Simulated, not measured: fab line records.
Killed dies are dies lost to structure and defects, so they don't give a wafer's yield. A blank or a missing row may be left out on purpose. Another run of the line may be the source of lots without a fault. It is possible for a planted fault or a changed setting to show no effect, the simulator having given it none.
A struck lot beside a sound one -- flow gf180mcu -- 13 out of 602 route steps
Sound: these wafers, L322.1, L322.3, L322.5. Wafers struck: L332.2, L332.4, L332.5. The cause is named last.
Order at every step that has rows: each side's tool, ch and its chambers, its first start. Under that, the readings that differ: sound wafers -- struck wafers -- difference of the means -- sigmas: that difference in standard deviations of wafers without a fault.
alike: words and numbers the same on both sides, and readings whose means are apart by under 2 such deviations; not compared: readings that were withheld, readings missing a value for some wafer, numbers with overlapping values and no deviation given by the record, and bounds like >300 which may hide the same value.
Wherever a step has rows on one side only, a row that says differs or no value, or a row with sigmas, the two part there. Numbers that have no deviation but don't overlap get no sigmas and don't part them. Lack of a reading on every wafer of one side parts them only where that side has two or more wafers.

GF_V2_CD_MEAS_14: target cd 260 nm.
  struck on cd_sem-01, day 25 17:28; sound on cd_sem-02, day 22 07:50
  alike: cd_nm
GF_V2_OVL_MEAS_15:
  struck on overlay-01, day 25 17:34; sound on overlay-01, day 22 07:58
  alike: V2_OVL
GF_V2_ETCH_16: etches BARC in N2/H2.
  sound on rie_diel-04 ch 1,3, day 22 07:59; struck on rie_diel-01 ch 1,2,3, day 25 17:35
  alike: chamber_pressure_mTorr, drypump_motor_current_A, oes_product_au, throttle_valve_pct
GF_V2_ETCH_17: etches SiO2 in C4F8/O2/Ar, stops on TiN, target depth 630 nm.
  sound on rie_diel-04 ch 1,3; struck on rie_diel-01 ch 1,2,3
  alike: chamber_pressure_mTorr, oes_product_au
then, 3 steps without rows for these wafers: GF_V2_STRIP_18 (strips in O2/N2); GF_V2_STRIP_19 (strips in post etch residue remover, time 1200 s); GF_V2_CLEAN_20 (cleans in DIW).
GF_V2_SPUTTER_21: material Ti, target thk 15 nm, time 80.02 s.
  struck on pvd_sputter-02, day 25 18:21; sound on pvd_sputter-04, day 22 08:40
  alike: substrate_temp_c, throttle_valve_pct
GF_V2_SPUTTER_22: material TiN, target thk 10 nm, time 40 s.
  struck on pvd_sputter-02, day 25 18:25; sound on pvd_sputter-04, day 22 08:43
  alike: throttle_valve_pct
GF_V2_CVD_23: deposits W, target thk 350 nm, time 104.94 s.
  sound on cvd_w-02 ch 0,1, day 22 08:46; struck on cvd_w-01 ch 0, day 25 18:27
  alike: heater_power_w
GF_V2_RS_MEAS_24: a four-point-probe measurement.
  struck on film_metro-04, day 25 18:35; sound on film_metro-01, day 22 08:52
  alike: V2_W_RS
GF_V2_THK_MEAS_25: measures by xrf.
  struck on film_metro-04, day 25 18:41; sound on film_metro-01, day 22 08:59
reading,sound,struck,difference,sigmas
V2_W_THK (nm),368 367 371,349 342 347,-23,-3
GF_V2_CMP_26: polishes, stops on SiO2, t overpolish 15 s, target thk 0 nm.
  sound on cmp-02 ch 1,2,3, day 22 09:14; struck on cmp-01 ch 0,2,3, day 25 18:47
reading,sound,struck,difference,sigmas
overpolish_run_s (s),14.998 15.006 14.997,0.034 0.039 0.043,-14.962,-99 or more
time_to_endpoint_s (s),84 87 86,127 126 127,+41,+10
  alike: motor_current_A

WHERE THEY PART
First at GF_V2_THK_MEAS_25; last, within this record, at GF_V2_CMP_26.

WHY: the cause the simulator had injected
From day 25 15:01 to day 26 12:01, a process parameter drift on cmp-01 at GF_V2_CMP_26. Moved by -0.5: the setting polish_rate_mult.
